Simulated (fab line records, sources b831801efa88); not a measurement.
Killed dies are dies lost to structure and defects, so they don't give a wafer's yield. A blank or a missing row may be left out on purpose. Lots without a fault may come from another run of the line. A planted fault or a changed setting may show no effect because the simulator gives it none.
Chamber matching | flow gf180mcu | GF_V4_CMP_04 on cmp-02: 4 sister chambers
The step polishes SiO2. 4 wafers are shown with their chamber, then 12 later ones without.

WAFERS WITH THEIR CHAMBER
wafer  | chamber | motor_current_A (A)
L081.3 | 2       | 12.9
L086.1 | 3       | 10.4
L089.5 | 1       | 12.3
L089.6 | 0       | 8.3

WAFERS WITHOUT THEIR CHAMBER
wafer  | motor_current_A (A)
L090.1 | 12.4
L090.2 | 8.6
L090.6 | 8.3
L094.1 | 8.2
L094.2 | 10.6
L094.4 | 13.1
L095.2 | 7.9
L095.5 | 9.8
L095.6 | 8.1
L093.1 | 12.6
L093.2 | 8.3
L093.5 | 12.7

WHICH CHAMBER EACH WENT THROUGH
wafer  | from the rows above     | in truth
L090.1 | can't be placed: 1 or 2 | 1
L090.2 | 0                       | 0
L090.6 | 0                       | 0
L094.1 | 0                       | 0
L094.2 | 3                       | 3
L094.4 | 2                       | 2
L095.2 | 0                       | 0
L095.5 | 3                       | 3
L095.6 | 0                       | 0
L093.1 | can't be placed: 1 or 2 | 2
L093.2 | 0                       | 0
L093.5 | can't be placed: 2 or 1 | 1
Placed correctly: 9 of 12. Can't be placed from these rows: 3 (the true chamber is among the candidates in 3). Placed wrongly: 0.
How it was worked out, from the rows above alone: a wafer's distance from a chamber is the root of the sum, over the readings, of the square of ((its reading less the chamber's mean) divided by the reading's scatter). The wafer belongs to the nearest chamber; if the next one is less than 2 further off, it can't be placed. A chamber's mean is the mean of its shown wafers. The scatter: with one shown wafer a chamber, the root of the mean of the squares of how far each hidden wafer lies from its nearest shown one.
